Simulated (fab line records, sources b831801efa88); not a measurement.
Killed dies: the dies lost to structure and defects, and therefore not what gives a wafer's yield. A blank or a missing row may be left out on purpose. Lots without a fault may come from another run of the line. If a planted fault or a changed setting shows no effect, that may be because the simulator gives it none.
fab line records	flow sky130
record lots=6	wafers=18	last-day=50
route steps=708 shown NWELL@82 PWDE@84 VT_ADJUST_HVTP@85 VT_ADJUST_LVTN@97 PAD_OPEN@708
lots with no fault: from the same line, run without faults
start-h: hours from the record's opening day to when the first of the lot's shown wafers began	wait-h: hours from the lot's prior step to this one	" the same as in the row above	L1.1+2: a single row standing in for several wafers	- no value, or no start was given	* or withheld: withheld	< > ~ a bound
route shown NAME@n: NAME is a module with steps in the file, n the number in the route of the first one	usual: mean/standard deviation of fault-free wafers	same: alike in all rows	chamber/n: place in a boat	sites: each site's reading	_std_site: how widely they spread, as a standard deviation	_edge_site: inner sites' mean taken away from outer sites' mean	radius-mm: for every site, how far away it sits from the centre of the wafer	mask NAME#n: copy n	behind: tool/chamber where the wafer was last shaped	hold: what put the lot on hold/how long, in hours/how the hold closed	device: the n, p or np transistor that did not switch	end of line: the route-end tests of the same wafers	where a step has no rows: the recipe by itself	killed: at the first sort, the dies lost to defects and structure; wafer yield is something else	map: shows each die of a wafer: x if killed, . if not, _ if none is there
set.NAME: the setting as run; set.NAME@STEP: as run at that earlier step	model.NAME: the simulator's own value behind a step, which no gauge read
certain route steps with their lots: each step a table, each wafer a row
services: when a tool's chamber went out of use (start-h, in hours from the record's first day, below 0 if earlier), for how many hours, and the reason
## steps
# step SKY_NWELL_RS_MEAS_29
# recipe thk-meas-gauge=four-point-probe
# usual NWELL_RS=622.7/1.4
lot.wafer	tool	chamber	start-h	wait-h	NWELL_RS[ohm/sq]
L691.1	film-metro-03	-	137.63	0.1	621.1
L691.3	"	-	"	"	621.3
L691.6	"	-	"	"	622.7
L692.2	film-metro-03	-	138.95	0.1	623.7
L692.3	"	-	"	"	623.6
L692.5	"	-	"	"	623.3
L701.1	film-metro-02	-	174.58	0.1	622.9
L701.4	"	-	"	"	623.0
L701.6	"	-	"	"	621.2
L705.2	film-metro-03	-	203.94	0.1	624.6
L705.4	"	-	"	"	625.1
L705.5	"	-	"	"	625.0
L707.1	film-metro-03	-	213.16	0.1	623.6
L707.4	"	-	"	"	622.4
L707.5	"	-	"	"	622.1
L710.1	film-metro-01	-	241.88	0.1	624.6
L710.3	"	-	"	"	624.8
L710.6	"	-	"	"	623.4
# step SKY_NWELL_RS_MEAS_31
# recipe thk-meas-gauge=four-point-probe
# usual PWDE_RS=5277/17
lot.wafer	tool	chamber	start-h	wait-h	PWDE_RS[ohm/sq]
L691.1	film-metro-03	-	137.87	0.1	5280
L691.3	"	-	"	"	5275
L691.6	"	-	"	"	5272
L692.2	film-metro-03	-	139.19	0.1	5257
L692.3	"	-	"	"	5274
L692.5	"	-	"	"	5247
L701.1	film-metro-02	-	174.82	0.1	5274
L701.4	"	-	"	"	5268
L701.6	"	-	"	"	5271
L705.2	film-metro-03	-	204.18	0.1	5258
L705.4	"	-	"	"	5256
L705.5	"	-	"	"	5255
L707.1	film-metro-03	-	213.40	0.1	5291
L707.4	"	-	"	"	5304
L707.5	"	-	"	"	5286
L710.1	film-metro-01	-	242.12	0.1	5274
L710.3	"	-	"	"	5281
L710.6	"	-	"	"	5299
# step SKY_VT_ADJUST_HVTP_DEHYDRATE_00
# recipe temp-c=200	time-s=60
# step SKY_VT_ADJUST_HVTP_HMDS_01
# recipe prime-time-s=60	prime-temp-c=120
# step SKY_VT_ADJUST_HVTP_COAT_02
# recipe resist=NOVOLAK	spin-rpm=3000	resist-thk-nm=1140
# step SKY_VT_ADJUST_HVTP_SOFTBAKE_03
# recipe temp-c=90.49	time-s=60	resist=NOVOLAK
# step SKY_VT_ADJUST_HVTP_EXPOSE_04
# recipe mask-id=HVTPM	na=0.6	source-shape=conventional	sigma-outer=0.6	polarization=unpolarized	target-cd-nm=380	dose-mj=140
# step SKY_VT_ADJUST_HVTP_PEB_05
# recipe temp-c=withheld	time-s=*	resist=NOVOLAK
# step SKY_VT_ADJUST_HVTP_DEVELOP_06
# recipe resist=NOVOLAK	developer=TMAH	develop-time-s=60	dev-temp-c=23
# step SKY_VT_ADJUST_HVTP_CD_MEAS_07
# recipe target-cd-nm=380
# usual cd-nm=380.7/3
lot.wafer	tool	chamber	start-h	wait-h	cd-nm
L691.1	cd-sem-01	-	155.67	0.1	381.6
L691.3	"	-	"	"	380.8
L691.6	"	-	"	"	384.7
L692.2	cd-sem-02	-	156.64	0.1	386.8
L692.3	"	-	"	"	388.2
L692.5	"	-	"	"	388.0
L701.1	cd-sem-02	-	195.42	0.1	376.1
L701.4	"	-	"	"	376.6
L701.6	"	-	"	"	374.4
L705.2	cd-sem-01	-	226.59	0.1	382.0
L705.4	"	-	"	"	378.3
L705.5	"	-	"	"	380.7
L707.1	cd-sem-01	-	235.43	0.1	380.8
L707.4	"	-	"	"	378.2
L707.5	"	-	"	"	378.1
L710.1	cd-sem-02	-	265.57	0.1	378.6
L710.3	"	-	"	"	379.6
L710.6	"	-	"	"	375.2
# step SKY_VT_ADJUST_HVTP_OVL_MEAS_08
# usual VT_ADJUST_HVTP_OVL=-1.1/1.5
lot.wafer	tool	chamber	start-h	wait-h	VT_ADJUST_HVTP_OVL[nm]
L691.1	overlay-01	-	155.79	0.1	0.6
L691.3	"	-	"	"	-0.7
L691.6	"	-	"	"	1.3
L692.2	overlay-02	-	156.75	0.1	-1.6
L692.3	"	-	"	"	-4.2
L692.5	"	-	"	"	-1.6
L701.1	overlay-02	-	195.54	0.1	-1.9
L701.4	"	-	"	"	-0.1
L701.6	"	-	"	"	-1.7
L705.2	overlay-01	-	226.69	0.1	0.4
L705.4	"	-	"	"	0.6
L705.5	"	-	"	"	1.0
L707.1	overlay-02	-	235.55	0.1	0.0
L707.4	"	-	"	"	1.2
L707.5	"	-	"	"	-1.0
L710.1	overlay-02	-	265.69	0.1	-1.2
L710.3	"	-	"	"	-1.9
L710.6	"	-	"	"	-2.2
# step SKY_VT_ADJUST_HVTP_IMPLANT_09
# recipe species=As	energy-kev=150	dose-cm2=4.3e+12	tilt-deg=withheld
# usual beam-on-s=10.02/0.22	dose-ions-cm2=4.3e+12/5.3e+09	end-station-pressure-torr=5.03e-06/2.6e-07
lot.wafer	tool	chamber	start-h	wait-h	beam-on-s	dose-ions-cm2	end-station-pressure-torr
L691.1	implanter-03	0	155.83	0.0	10.15	4.287e+12	5.05e-06
L691.3	"	0	"	"	10.21	4.298e+12	5.27e-06
L691.6	"	0	"	"	9.73	4.303e+12	5.3e-06
L692.2	implanter-04	0	156.80	0.0	10.04	4.296e+12	4.31e-06
L692.3	"	0	"	"	9.69	4.307e+12	5.08e-06
L692.5	"	0	"	"	10.10	4.296e+12	4.85e-06
L692.2	implanter-04	0	157.12	0.3	10.26	4.304e+12	5.11e-06
L692.3	"	0	"	"	9.97	4.307e+12	4.65e-06
L692.5	"	0	"	"	9.81	4.302e+12	4.97e-06
L701.1	implanter-02	0	195.57	0.0	10.04	4.302e+12	4.96e-06
L701.4	"	0	"	"	10.32	4.3e+12	4.86e-06
L701.6	"	0	"	"	10.23	4.297e+12	5.26e-06
L701.1	implanter-02	0	195.89	0.3	9.71	4.298e+12	5.12e-06
L701.4	"	0	"	"	9.79	4.295e+12	4.98e-06
L701.6	"	0	"	"	10.23	4.301e+12	5.19e-06
L705.2	implanter-02	0	226.75	0.0	10.03	4.301e+12	4.88e-06
L705.4	"	0	"	"	10.02	4.299e+12	4.77e-06
L705.5	"	0	"	"	10.29	4.293e+12	5.14e-06
L707.1	implanter-04	0	235.58	0.0	9.90	4.294e+12	5.05e-06
L707.4	"	0	"	"	9.90	4.301e+12	5.11e-06
L707.5	"	0	"	"	9.66	4.297e+12	5.08e-06
L710.1	implanter-03	0	265.72	0.0	10.09	4.3e+12	4.98e-06
L710.3	"	0	"	"	10.08	4.3e+12	5.32e-06
L710.6	"	0	"	"	10.16	4.295e+12	5.28e-06
# step SKY_VT_ADJUST_HVTP_STRIP_10
# recipe chemistry=O2/N2	power-w=1400	pressure-mtorr=1500	platen-temp-c=withheld	o2-flow-sccm=3000	n2-flow-sccm=300	overash-fraction=0.5
# usual chamber-pressure-mTorr=1500.0/1.5	drypump-motor-current-A=5.7/0.32	n2-flow-sccm=300.2/0.93	oes-product-au=0.715/0.0045	strip-time-to-endpoint-s=14.18/0.055
lot.wafer	tool	chamber	start-h	wait-h	chamber-pressure-mTorr	drypump-motor-current-A	n2-flow-sccm	oes-product-au	rf-hours-counter-h	strip-time-to-endpoint-s
L691.1	plasma-asher-01	1	155.98	0.1	1501.0	5.1	299.6	0.707	36	14.10
L691.3	"	0	"	"	1500.5	5.7	300.4	0.720	-	14.20
L691.6	"	1	"	"	1499.0	5.1	298.4	0.717	-	14.12
L692.2	plasma-asher-01	1	157.24	0.1	1500.0	5.1	298.8	0.716	36	14.19
L692.3	"	0	"	"	1498.9	5.7	299.6	0.715	-	14.18
L692.5	"	0	"	"	1498.9	5.7	300.3	0.710	-	14.14
L701.1	plasma-asher-01	0	196.04	0.1	1498.4	5.7	299.7	0.710	40	14.19
L701.4	"	1	"	"	1498.8	5.2	300.9	0.712	-	14.23
L701.6	"	1	"	"	1502.6	5.1	301.9	0.718	-	14.23
L705.2	plasma-asher-01	1	226.87	0.1	1499.6	5.1	299.4	0.719	44	14.14
L705.4	"	1	"	"	1500.0	5.1	298.7	0.714	-	14.16
L705.5	"	0	"	"	1501.3	5.7	300.1	0.723	-	14.13
L707.1	plasma-asher-02	0	235.73	0.1	1500.8	5.6	300.0	0.716	7	14.26
L707.4	"	1	"	"	1499.2	5.9	300.2	0.715	-	14.27
L707.5	"	1	"	"	1500.5	5.9	299.7	0.717	-	14.27
L710.1	plasma-asher-02	0	265.87	0.1	1499.9	5.6	301.3	0.720	10	14.27
L710.3	"	1	"	"	1497.6	5.8	299.5	0.714	-	14.27
L710.6	"	0	"	"	1499.8	5.6	300.4	0.717	-	14.27
# step SKY_VT_ADJUST_HVTP_TW_MEAS_11
# usual VT_ADJUST_HVTP_TW=1355/11
lot.wafer	tool	chamber	start-h	wait-h	VT_ADJUST_HVTP_TW
L691.1	film-metro-01	-	156.08	0.1	1347
L691.3	"	-	"	"	1342
L691.6	"	-	"	"	1343
L692.2	film-metro-02	-	157.35	0.1	1702
L692.3	"	-	"	"	1698
L692.5	"	-	"	"	1707
L701.1	film-metro-02	-	196.14	0.1	1704
L701.4	"	-	"	"	1711
L701.6	"	-	"	"	1710
L705.2	film-metro-01	-	226.98	0.1	1342
L705.4	"	-	"	"	1337
L705.5	"	-	"	"	1339
L707.1	film-metro-01	-	235.83	0.1	1344
L707.4	"	-	"	"	1347
L707.5	"	-	"	"	1340
L710.1	film-metro-04	-	265.97	0.1	1357
L710.3	"	-	"	"	1348
L710.6	"	-	"	"	1357
# step SKY_VT_ADJUST_LVTN_DEHYDRATE_00
# recipe temp-c=200	time-s=60
# step SKY_PAD_OPEN_PROBE_99
lot.wafer	tool	chamber	start-h	wait-h	model.etest.tip-p.rs-ohm-sq	model.etest.pfet_01v8.r-on-ohm-um	model.etest.tip-p.rs-ohm-sq-range	model.etest.pfet_01v8.drive-ua-um	model.etest.pfet_01v8_mvt.drive-ua-um	model.etest.pfet_01v8_hvt.drive-ua-um	model.etest.sram-pfet-latch.drive-ua-um	model.etest.ring_1v8.delay-ps
L691.1	prober-02	-	1105.01	0.1	6821	2925	325.6	192.5	152.9	143	140.9	21.43
L691.3	prober-02	-	1105.11	0.2	6916	2946	163.2	189.9	151.9	142.9	134.1	21.72
L691.6	prober-02	-	1105.26	0.2	6851	2944	203	191.1	151.2	141.2	140.8	21.67
L692.2	prober-01	-	1107.35	0.1	9074	3751	337.9	120.5	86.69	92.69	95.42	28.35
L692.3	prober-01	-	1107.40	0.2	9135	3835	137.2	116.2	82.91	90.33	91.21	28.99
L692.5	prober-01	-	1107.50	0.2	9138	3813	144.6	117.2	84.79	92.34	92.06	28.77
L701.1	prober-01	-	1142.74	0.1	9332	3718	322.5	120.5	87.1	93.81	95.61	28.23
L701.4	prober-01	-	1142.89	0.2	9419	3772	242.5	117.8	85.3	91.69	93.39	29.12
L701.6	prober-01	-	1142.99	0.2	9340	3693	268.5	120.3	87.38	94.96	99.91	28.3
L707.1	prober-01	-	1176.64	0.1	7028	2870	289.5	193.7	152.2	146.6	148	21.04
L707.4	prober-01	-	1176.79	0.2	7011	2920	216.6	189.6	148.9	143.2	142.6	21.44
L707.5	prober-01	-	1176.84	0.2	6956	2965	162.9	189	148.8	139.3	140.8	21.58
L705.2	prober-02	-	1177.39	0.1	6783	2876	123.3	196.9	153.3	145.6	139.1	21.32
L705.4	prober-02	-	1177.49	0.2	6747	2774	159.2	203.7	158.4	153	154.8	20.72
L705.5	prober-02	-	1177.54	0.2	6771	2846	223	196.4	155	147.9	147.1	21.06
L710.1	prober-01	-	1193.20	0.1	7019	2918	132.9	188.8	147.6	141.6	141.5	21.41
L710.3	prober-01	-	1193.30	0.2	7040	2960	136.5	185.8	147.9	139.4	141.3	21.58
L710.6	prober-01	-	1193.45	0.2	7133	2941	224.2	188.9	147.8	141.5	140	21.53
# killed by level:class
L691.1 CONTACT:geometric-particle:open=15 VIA1:geometric-particle:open=14 CONTACT:geometric-particle:short=8 VIA2:geometric-particle:open=7 VIA1:geometric-particle:short=5 FIELD_ISO:geometric-particle:open=4 METAL1:geometric-particle:short=4 POLY_GATE:geometric-particle:short=4
L691.3 VIA1:geometric-particle:open=10 VIA1:geometric-particle:short=9 METAL2:geometric-particle:short=8 VIA2:geometric-particle:open=8 CONTACT:geometric-particle:open=7 METAL1:geometric-particle:short=7 POLY_GATE:geometric-particle:short=6 POLY_GATE:geometric-particle:open=6
L691.6 VIA1:geometric-particle:open=10 CONTACT:geometric-particle:open=10 VIA2:geometric-particle:open=8 LI_CONTACT:geometric-particle:open=6 CONTACT:geometric-particle:short=6 VIA1:geometric-particle:short=5 METAL1:geometric-particle:short=5 LOCAL_INTERCONNECT:geometric-particle:short=4
L692.2 VIA3:geometric-particle:open=11 LI_CONTACT:geometric-particle:open=10 CONTACT:geometric-particle:open=10 METAL2:geometric-particle:short=7 VIA1:geometric-particle:open=7 FIELD_ISO:geometric-particle:short=6 VIA2:geometric-particle:open=6 LOCAL_INTERCONNECT:geometric-particle:short=5
L692.3 VIA1:geometric-particle:open=8 FIELD_ISO:geometric-particle:short=7 LI_CONTACT:geometric-particle:open=7 CONTACT:geometric-particle:open=6 METAL1:geometric-particle:short=6 VIA3:geometric-particle:open=5 VIA3:geometric-particle:short=5 POLY_GATE:geometric-particle:short=4
L692.5 CONTACT:geometric-particle:open=7 VIA2:geometric-particle:open=7 METAL2:geometric-particle:short=6 POLY_GATE:geometric-particle:open=5 LI_CONTACT:geometric-particle:short=5 LI_CONTACT:geometric-particle:open=5 VIA1:geometric-particle:open=5 FIELD_ISO:geometric-particle:short=4
L707.1 VIA1:geometric-particle:open=17 CONTACT:geometric-particle:open=13 VIA2:geometric-particle:open=10 VIA3:geometric-particle:open=9 LI_CONTACT:geometric-particle:open=6 METAL1:geometric-particle:short=5 FIELD_ISO:geometric-particle:open=4 FIELD_ISO:geometric-particle:short=4
L707.4 VIA1:geometric-particle:open=13 METAL1:geometric-particle:short=9 VIA2:geometric-particle:open=7 LI_CONTACT:geometric-particle:open=6 CONTACT:geometric-particle:open=6 METAL3:geometric-particle:short=6 POLY_GATE:geometric-particle:open=5 VIA2:geometric-particle:short=5
L707.5 VIA1:geometric-particle:open=11 METAL1:geometric-particle:short=10 LI_CONTACT:geometric-particle:open=8 CONTACT:geometric-particle:open=8 VIA1:geometric-particle:short=7 POLY_GATE:geometric-particle:short=5 VIA2:geometric-particle:open=5 VIA3:geometric-particle:short=4
L705.2 VIA1:geometric-particle:open=14 VIA3:geometric-particle:open=9 CONTACT:geometric-particle:open=8 METAL1:geometric-particle:short=7 VIA1:geometric-particle:short=7 VIA2:geometric-particle:open=7 LOCAL_INTERCONNECT:geometric-particle:short=6 METAL2:geometric-particle:short=6
L705.4 VIA1:geometric-particle:open=14 VIA3:geometric-particle:open=8 METAL1:geometric-particle:short=7 VIA2:geometric-particle:open=7 CONTACT:geometric-particle:open=5 VIA1:geometric-particle:short=5 METAL3:geometric-particle:short=5 FIELD_ISO:geometric-particle:open=4
L705.5 LI_CONTACT:geometric-particle:open=9 VIA1:geometric-particle:open=7 METAL1:geometric-particle:short=6 CONTACT:geometric-particle:open=5 VIA2:geometric-particle:open=4 FIELD_ISO:geometric-particle:open=3 POLY_GATE:geometric-particle:short=3 POLY_CUT:geometric-particle:open=3
L710.1 VIA1:geometric-particle:open=8 VIA2:geometric-particle:open=8 METAL4:geometric-particle:short=7 CONTACT:geometric-particle:open=6 FIELD_ISO:geometric-particle:short=5 FIELD_ISO:geometric-particle:open=5 VIA3:geometric-particle:open=5 LOCAL_INTERCONNECT:geometric-particle:short=4
L710.3 VIA1:geometric-particle:open=16 VIA2:geometric-particle:open=16 CONTACT:geometric-particle:open=10 METAL1:geometric-particle:short=7 VIA3:geometric-particle:open=7 CONTACT:geometric-particle:short=6 VIA1:geometric-particle:short=6 FIELD_ISO:geometric-particle:short=5
L710.6 VIA1:geometric-particle:open=14 CONTACT:geometric-particle:open=9 LI_CONTACT:geometric-particle:open=8 VIA3:geometric-particle:open=8 VIA2:geometric-particle:open=6 FIELD_ISO:geometric-particle:short=5 FIELD_ISO:geometric-particle:open=5 METAL2:geometric-particle:short=4
## services
tool	chamber	start-h	hours	kind
plasma-asher-02	-	133.83	28.1	pm
plasma-asher-02	-	184.72	14.6	pm
implanter-02	-	216.12	10.5	repair
implanter-04	-	216.35	3.5	pm
implanter-04	-	220.82	0.6	repair
implanter-04	-	224.83	0.7	repair
implanter-04	-	253.82	2.1	repair
plasma-asher-02	-	262.62	1.3	repair
## key
first-sign step=SKY_VT_ADJUST_HVTP_IMPLANT_09	reading=visit	direction=added
effect step=SKY_VT_ADJUST_HVTP_TW_MEAS_11	reading=VT_ADJUST_HVTP_TW	direction=up	sigmas=31	usual=1355	struck=1705
model-effect step=SKY_PAD_OPEN_PROBE_99	value=etest.tip-p.rs-ohm-sq	without=6800	struck=9240
met-at SKY_VT_ADJUST_HVTP_IMPLANT_09
struck-wafers L692.2,L692.3,L692.5,L701.1,L701.4,L701.6
sort-left-out L701.1,L701.4,L701.6
tester-left-out L692,L701
fault kind=repeated-step-whole	tool=implanter-02,implanter-03,implanter-04	chamber=-	onset-h=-	steps=SKY_VT_ADJUST_HVTP_IMPLANT_09	times=1	scope=struck-lots-only
# tester-left-out: of these lots the tester's yield and bins aren't shown, on N5 and GAA mostly nor the transistor test; their killed dies are dies lost to structure and defects alone, not to doping, threshold or leakage, so they don't give the yield
# sort-left-out: the simulated sort isn't trusted on such a fault, so these wafers' sort isn't shown, and their yield isn't known
